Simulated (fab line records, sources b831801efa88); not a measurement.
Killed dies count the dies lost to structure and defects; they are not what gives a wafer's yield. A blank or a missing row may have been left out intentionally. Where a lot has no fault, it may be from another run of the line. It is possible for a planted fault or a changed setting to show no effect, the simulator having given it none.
8D (eight disciplines) problem report, filled in by code    flow gf180mcu    the parts of the form that need people (team, actions taken, sign-off) are left out

1. THE ISSUE
bias-w at GF_STI_ETCH_13 reads a mean of 174.8 W on 3 wafers of 2 lots; wafers without a fault read 200.0 W with a standard deviation of 0.6. That is -42 standard deviations from the usual mean.
The step: etches the open film in CHF3/O2, stops on Si, target depth 282.31 nm, time 112.9 s.
First observed at day 4 04:55: wafer L728.5, on rie-diel-03. The record holds 42 wafers of 14 lots with a number at this step. By rule, "out" or "out of limits" means more than 4 standard deviations away from the usual mean. The other wafers with a number count as sound.

2. WHAT IT IS AND WHAT IT IS NOT
question                     is                      is not
which readings at this step  bias-w                  O2_flow_sccm, drypump-motor-current-A, oes-product-au, throttle-valve-pct
which lots                   L728, L730              L718, L719, L720, L723, L725, L731, L735, L736, L737, L738, L739, L740
which wafers of those lots   L728.5, L730.4, L730.5  L728.3, L728.6, L730.1
read on which tools          rie-diel-03             rie-diel-01, rie-diel-04
when                         from day 4 04:55        up to then (17 sound wafers); but 22 sound wafers of L730, L731, L735, L736, L737, L738, L739, L740 came after

3. SUSPECTS, AND WHAT RULES EACH OUT
Counting: if a tool at a process step up to the reading ran every lot that is out, it stays a suspect. Sound lots after the first of them don't rule it out here, since some wafers of a struck lot are sound.
- rie-diel-03 at GF_STI_ETCH_13 (etches the open film in CHF3/O2, stops on Si, target depth 282.31 nm, time 112.9 s): kept. It ran every lot that is out, first L728 (day 4 04:55); its last sound lot up to then is L725 (day 3 14:49). On those wafers its own readings are out: bias-w.
- Within rie-diel-03 at GF_STI_ETCH_13: the wafers that are out ran in chamber 2; their sound lot-mates ran in chambers 1, 3.
The count leaves rie-diel-03 at GF_STI_ETCH_13.

4. THE CAUSE (what the simulator had put in)
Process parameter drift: rie-diel-03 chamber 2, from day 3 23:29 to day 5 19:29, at GF_STI_ETCH_13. A move of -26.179 in setting bias-w, from 200. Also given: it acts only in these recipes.
This tool alone remained once counting was done.

5. THE EFFECT CHAIN, in route order
One row per reading whose mean, taken over the struck wafers that have a number, lies over 3 standard deviations from the usual. Only readings whose record carries a usual standard deviation are examined. hours: median over the lots of the time between each lot's start at the first step of this table that gives one and its start at this step. sigmas: the change, counted in usual standard deviations.
hours  step            reading  usual    on struck wafers  change  sigmas
0      GF_STI_ETCH_13  bias-w   200.0 W  174.8             -25.2   -42
Here are the process steps it includes:
- GF_STI_ETCH_13: etches the open film in CHF3/O2, stops on Si, target depth 282.31 nm, time 112.9 s.
Later steps that measure or inspect, where all struck wafers having a row at the step show a number for every such reading and not one has moved that far: GF_CONTACT_OVL_MEAS_15.

6. HOW IT WOULD HAVE BEEN CAUGHT EARLIER
5 hours passed between the start of the fault at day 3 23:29 and the first reading out of limits in this record, taken at day 4 04:55.
